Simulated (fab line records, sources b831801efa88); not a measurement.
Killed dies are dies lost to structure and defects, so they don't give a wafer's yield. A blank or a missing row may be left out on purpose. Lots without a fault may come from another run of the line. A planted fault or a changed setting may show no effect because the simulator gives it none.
A struck lot beside a sound one | flow sky130 | 16 steps out of a route of 708
Sound: wafers L712.1, L712.2, L712.3. Struck: wafers L720.5, L720.6. The cause comes at the end.
At each step with rows: each side's tool, then ch and its chambers, then its first start. Under that, the readings that differ: sound wafers | struck wafers | difference of the means | sigmas: that difference in standard deviations of wafers without a fault.
alike: readings whose means differ by less than 2 such deviations, and words and numbers that are the same on both sides. not compared: withheld readings, readings that some wafer has no value for, bounds like >300 that may hide the same value, and numbers for which the record gives no deviation and whose values overlap.
The two part at a step that has a row with sigmas, a row that says differs or no value, or rows on one side only. Numbers that don't overlap but have no deviation are shown without sigmas and don't part them. A reading that every wafer of one side lacks parts them only if that side has two wafers or more.

first, 2 steps without rows for these wafers: SKY_METAL4_PEB_11; SKY_METAL4_DEVELOP_12 (develop time 60 s).
SKY_METAL4_CD_MEAS_13: target cd 300 nm.
  sound on cd_sem-01, day 42 09:46; struck on cd_sem-01, day 45 00:29
  alike: cd_nm
SKY_METAL4_OVL_MEAS_14:
  sound on overlay-01, day 42 09:53; struck on overlay-02, day 45 00:33
  alike: METAL4_OVL
SKY_METAL4_DESCUM_15: chemistry O2, time 8 s.
  sound on rie_metal-01 ch 0,1, day 42 09:55; struck on rie_metal-04 ch 0, day 45 00:37
  reading                     | sound       | struck  | difference | sigmas
  drypump_motor_current_A (A) | 5.8 5.0 4.9 | 6.5 6.5 | +1.3       | +2
  alike: oes_product_au
  not compared: rf_hours_counter_h
SKY_METAL4_ETCH_16: etches BARC in N2/H2, stops on SiO2, time 88.2 s, target depth 60 nm.
  sound on rie_metal-01 ch 0,1, day 42 09:57; struck on rie_metal-04 ch 0, day 45 00:46
  reading                     | sound       | struck  | difference | sigmas
  drypump_motor_current_A (A) | 5.8 5.0 5.0 | 6.6 6.6 | +1.3       | +2
  alike: oes_product_au, throttle_valve_pct
  not compared: rf_hours_counter_h
then, 1 step without rows for these wafers: SKY_METAL4_ETCH_17 (etches SiO2 in C4F8/O2/Ar, stops on TiN, time 3.9 s, target depth 15 nm).
SKY_METAL4_METAL_ETCH_18: etches the open film in Cl2/BCl3, stops on SiO2, target depth 845 nm, time 183.1 s.
  sound on rie_metal-04 ch 0,1, day 42 10:04; struck on rie_metal-03 ch 0,1, day 45 00:58
  alike: drypump_motor_current_A, oes_product_au, throttle_valve_pct
  not compared: rf_hours_counter_h
SKY_METAL4_STRIP_19: strips in O2/N2.
  sound on plasma_asher-01 ch 0,1, day 42 10:14; struck on plasma_asher-03 ch 0,1, day 45 01:05
  alike: drypump_motor_current_A, oes_product_au, strip_time_to_endpoint_s
  not compared: rf_hours_counter_h
then, 3 steps without rows for these wafers: SKY_METAL4_STRIP_20 (strips in post etch residue remover, time 1200 s); SKY_METAL4_CLEAN_21 (cleans in IPA, time 180 s); SKY_METAL4_CLEAN_22 (cleans in O3/DIW).
SKY_VIA4_HDPCVD_00: deposits SiO2, target thk 1750 nm, time 291.7 s.
  sound on hdpcvd-02 ch 0,1,2, day 42 10:51; struck on hdpcvd-01 ch 0,2, day 45 01:42
  reading                                  | sound          | struck      | difference | sigmas
  model.SiO2_of_VIA4_HDPCVD_00.thk_nm (nm) | 1755 1758 1762 | 861.6 857.5 | -898.8     |
SKY_VIA4_THK_MEAS_01:
  sound on film_metro-03, day 42 11:02; struck on film_metro-04, day 45 02:04
  reading              | sound          | struck  | difference | sigmas
  VIA4_HDPCVD_THK (nm) | 1756 1758 1762 | 862 857 | -899       | -60
  not compared: hold
SKY_VIA4_CMP_02: polishes SiO2.
  sound on cmp-01 ch 0,1,2, day 42 11:05; struck on cmp-02 ch 0,1, day 45 04:23
  reading | sound | struck                                            | difference                   | sigmas
  hold    | - - - | await_dispo/1.7h/release await_dispo/1.7h/release | no value on the sound wafers |
  alike: motor_current_A
-- the record jumps here: 3 days lie between the struck wafers' starts before and after (it left off in module VIA4 and takes up again in module PAD_OPEN, whose first step shown is number 708 of the route) --
SKY_PAD_OPEN_PROBE_99:
  sound on prober-01, day 46 07:56; struck on prober-02, day 48 15:20
  reading                               | sound               | struck              | difference | sigmas
  killed_at_front_end                   | 8 9 21              | 20 23               | +9         | +2
  model.etest.tester.sort_n_pass        | 409 404 397         | 213 216             | -189       |
  model.etest.tester.sort_bin_3_pct (%) | 1.22 0.813 1.016    | 38.62 35.77         | +36.18     |
  model.etest.tester.sort_yield_pct (%) | 83.13 82.11 80.69   | 43.29 43.9          | -38.38     |
  model.etest.met5_comb.leak_log10_a_um | -11.8 -12.09 -12.01 | -6.965 -7.058       | +4.955     |
  model.etest.tester.sort_bin_8_pct (%) | 0 0 0               | 2.626e-06 6.197e-07 | +1.623e-06 |
  alike: defect_limited_yield, killed_at_M0_to_M3, killed_at_M4_up, killed_at_contacts, killed_at_other, killed_dies, killed_open, killed_short

WHERE THEY PART
First at SKY_METAL4_DESCUM_15; last, within this record, at SKY_PAD_OPEN_PROBE_99.

WHY: what the simulator had put in
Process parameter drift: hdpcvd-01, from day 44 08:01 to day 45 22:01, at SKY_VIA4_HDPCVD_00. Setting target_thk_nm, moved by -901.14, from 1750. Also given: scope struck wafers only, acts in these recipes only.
